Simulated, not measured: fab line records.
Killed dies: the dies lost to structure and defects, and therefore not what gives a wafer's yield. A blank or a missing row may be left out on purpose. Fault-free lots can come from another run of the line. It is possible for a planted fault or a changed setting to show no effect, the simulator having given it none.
Which tool is to blame? ; flow sky130 ; Sampling: 14 lots, 42 wafers, 5 of 708 route steps

## WHAT THE GAUGES READ, wafer by wafer
SKY_LOCAL_INTERCONNECT_OVL_MEAS_12. Usual: LOCAL_INTERCONNECT_OVL gives -3 nm (standard deviation 6.6).
lot;measured;on;LOCAL_INTERCONNECT_OVL (nm);flag
L435;day 30 14:16;overlay-01;4 -1 1;
L436;day 30 19:46;overlay-02;-4 0 8;
L437;day 31 08:04;overlay-01;-11 -8 -11;
L444;day 33 14:28;overlay-01;-11 0 -6;
L445;day 33 20:11;overlay-01;-11 0 -1;
L447;day 34 10:23;overlay-02;4 2 3;
L449;day 35 05:00;overlay-01;5 -7 6;
L450;day 35 14:25;overlay-01;-16 1 4;
L453;day 36 11:59;overlay-01;0 -1 4;
L454;day 36 12:50;overlay-01;-1 1 9;
L455;day 36 19:09;overlay-02;-4 -4 -11;
L456;day 37 03:52;overlay-02;5 -5 1;
L457;day 37 12:05;overlay-02;1 -3 -7;
L458;day 37 21:45;overlay-02;0 10 3;

SKY_CAPM_THK_MEAS_01. Usual: CAPM_CVD_00_THK gives 15.53 nm (standard deviation 0.21).
lot;measured;on;CAPM_CVD_00_THK (nm);flag
L435;day 36 12:26;film metro-01;15.13 15.50 15.53;
L436;day 36 16:49;film metro-02;15.51 15.62 15.68;
L437;day 37 07:10;film metro-03;15.34 15.63 15.78;
L444;day 39 08:31;film metro-02;16.12 16.18 16.28;OFF
L445;day 39 14:03;film metro-03;16.18 16.41 16.51;OFF
L447;day 40 03:39;film metro-02;15.24 15.33 15.58;
L449;day 41 02:10;film metro-02;15.15 15.57 15.45;
L450;day 41 06:14;film metro-01;15.39 15.61 15.74;
L453;day 42 05:09;film metro-02;15.19 15.45 15.75;
L454;day 42 06:40;film metro-01;15.39 15.38 15.92;
L455;day 42 09:52;film metro-03;15.31 15.47 15.61;
L456;day 42 15:44;film metro-02;15.14 15.44 15.64;
L457;day 43 02:35;film metro-01;15.44 15.27 15.27;
L458;day 43 08:41;film metro-02;15.10 15.30 15.25;

## EACH LOT AND THE TOOL THAT RAN IT (in order: tool; ch and the chambers of the sampled wafers; start)
lot;SKY_LOCAL_INTERCONNECT_ETCH_13;SKY_METAL1_SPUTTER_01;SKY_CAPM_CVD_00
L435;rie metal-03 ch 0,1, day 30 14:18;pvd sputter-01, day 31 20:31;pecvd-01 ch 0,2, day 36 12:25
L436;rie metal-02 ch 0,1, day 30 19:48;pvd sputter-03, day 32 02:12;pecvd-02 ch 0,2, day 36 16:48
L437;rie metal-02 ch 0,1, day 31 08:06;pvd sputter-02, day 32 15:34;pecvd-02 ch 0,1,2, day 37 07:09
L444;rie metal-03 ch 1, day 33 14:30;pvd sputter-03, day 34 19:45;pecvd-02 ch 0,1, day 39 08:29
L445;rie metal-01 ch 1, day 33 20:13;pvd sputter-02, day 35 01:34;pecvd-02 ch 0,1, day 39 14:00
L447;rie metal-03 ch 0,1, day 34 10:25;pvd sputter-02, day 35 15:23;pecvd-01 ch 0,1, day 40 03:38
L449;rie metal-03 ch 0,1, day 35 05:03;pvd sputter-02, day 36 10:28;pecvd-03 ch 0,1,2, day 41 02:07
L450;rie metal-03 ch 0,1, day 35 14:27;pvd sputter-03, day 36 19:20;pecvd-01 ch 0,1, day 41 06:13
L453;rie metal-02 ch 0,1, day 36 12:01;pvd sputter-02, day 37 17:16;pecvd-01 ch 0,2, day 42 05:07
L454;rie metal-03 ch 0,1, day 36 12:53;pvd sputter-01, day 37 17:32;pecvd-01 ch 0,1, day 42 06:38
L455;rie metal-02 ch 0,1, day 36 19:12;pvd sputter-02, day 38 00:10;pecvd-03 ch 0,2, day 42 09:49
L456;rie metal-03 ch 0,1, day 37 03:54;pvd sputter-01, day 38 09:02;pecvd-01 ch 0,2, day 42 15:43
L457;rie metal-01 ch 1, day 37 12:07;pvd sputter-03, day 38 16:41;pecvd-03 ch 0,2, day 43 02:33
L458;rie metal-02 ch 0,1, day 37 21:47;pvd sputter-03, day 39 02:14;pecvd-01 ch 0,1,2, day 43 08:39
- SKY_LOCAL_INTERCONNECT_ETCH_13: etches BARC in N2/H2, stops on SiO2, time 45.9 s, target depth 60 nm.
- SKY_METAL1_SPUTTER_01: material TiN, target thk 20 nm, time 16.7 s.
- SKY_CAPM_CVD_00: deposits SiO2, target thk 15.5 nm.

## WHAT THE TOOLS THEMSELVES READ (means of the sampled wafers that have a number; where no wafer has one, the mark that the record gives instead)
SKY_LOCAL_INTERCONNECT_ETCH_13. Usual: bias w 100.0 W, standard deviation 0.31; drypump motor current A 5.30 A, standard deviation 0.12; oes product au 0.855 a.u., standard deviation 0.0045; throttle valve pct 13.225 %, standard deviation 0.0092.
lot;tool;bias w (W);drypump motor current A (A);oes product au (a.u.);throttle valve pct (%);flag
L435;rie metal-03;100.1;5.31;0.851;13.223;
L436;rie metal-02;99.9;5.38;0.850;13.218;
L437;rie metal-02;99.8;5.35;0.855;13.232;
L444;rie metal-03;100.2;5.41;0.853;13.232;
L445;rie metal-01;100.6;5.09;0.855;13.231;
L447;rie metal-03;99.7;5.31;0.853;13.234;
L449;rie metal-03;100.2;5.30;0.857;13.229;
L450;rie metal-03;99.8;5.23;0.860;13.214;
L453;rie metal-02;100.0;5.35;0.859;13.228;
L454;rie metal-03;100.4;5.31;0.854;13.219;
L455;rie metal-02;100.1;5.37;0.858;13.226;
L456;rie metal-03;99.8;5.25;0.855;13.225;
L457;rie metal-01;99.7;5.10;0.856;13.219;
L458;rie metal-02;100.0;5.36;0.859;13.222;

SKY_METAL1_SPUTTER_01. Usual: 30.0 % for throttle valve pct, sd 0.91.
lot;tool;throttle valve pct (%);flag
L435;pvd sputter-01;29.7;
L436;pvd sputter-03;29.8;
L437;pvd sputter-02;30.1;
L444;pvd sputter-03;29.2;
L445;pvd sputter-02;30.3;
L447;pvd sputter-02;30.4;
L449;pvd sputter-02;31.0;
L450;pvd sputter-03;29.3;
L453;pvd sputter-02;30.8;
L454;pvd sputter-01;30.6;
L455;pvd sputter-02;30.3;
L456;pvd sputter-01;30.2;
L457;pvd sputter-03;30.0;
L458;pvd sputter-03;29.4;

SKY_CAPM_CVD_00. Usual: heater power w 726 W, standard deviation 100; rf fwd power W 441.3 W, standard deviation 2.8.
lot;tool;heater power w (W);rf fwd power W (W);flag
L435;pecvd-01;581;443.3;
L436;pecvd-02;733;439.1;
L437;pecvd-02;727;439.1;
L444;pecvd-02;724;510.8;OFF
L445;pecvd-02;749;510.4;OFF
L447;pecvd-01;713;438.9;
L449;pecvd-03;802;443.3;
L450;pecvd-01;708;440.9;
L453;pecvd-01;607;443.9;
L454;pecvd-01;688;440.1;
L455;pecvd-03;829;441.4;
L456;pecvd-01;626;443.8;
L457;pecvd-03;848;444.1;
L458;pecvd-01;721;442.5;

## THE ANSWER, worked out from the rows above alone
Rule: lot off if the mean of its wafers having a number is beyond 3 standard deviations from the usual mean. A lot without any number at a reading at which 4 lots or more have one is off too. Any other lot the step has rows for is counted as sound. First the gauges in route order, then the tools' own readings, where a lot's mean is used as printed above. At the first step where some lot is off, the reading lying furthest off is the one used; lots without a number count as furthest.
Off: L444, L445, seen at SKY_CAPM_THK_MEAS_01 (CAPM_CVD_00_THK).
If a tool, at a process step before that reading, ran all the lots that are off and no sound lot after the first of them, it fits. The gauges at SKY_CAPM_THK_MEAS_01 aren't tried: what is off there is off at SKY_CAPM_CVD_00 too, on other tools, and a gauge's error can't cause that. One fits: pecvd-02 at SKY_CAPM_CVD_00. A fault onset in the window from L437 (day 37 07:09, its last sound lot) to L444 (day 39 08:29, its first lot off) fits.
The tool's own readings at SKY_CAPM_CVD_00 bear it out: on the lots that are off they differ by more than 5 times the standard deviation of the sound lots' means. rf fwd power W reads 510.6 W there against 441.7 W on the sound lots.

## WHAT THE SIMULATOR HAD PUT IN
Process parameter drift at SKY_CAPM_CVD_00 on pecvd-02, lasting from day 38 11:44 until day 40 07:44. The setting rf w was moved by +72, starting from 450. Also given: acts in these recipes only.
Struck lots among those shown: L444, L445. This agrees with what the rule above found.
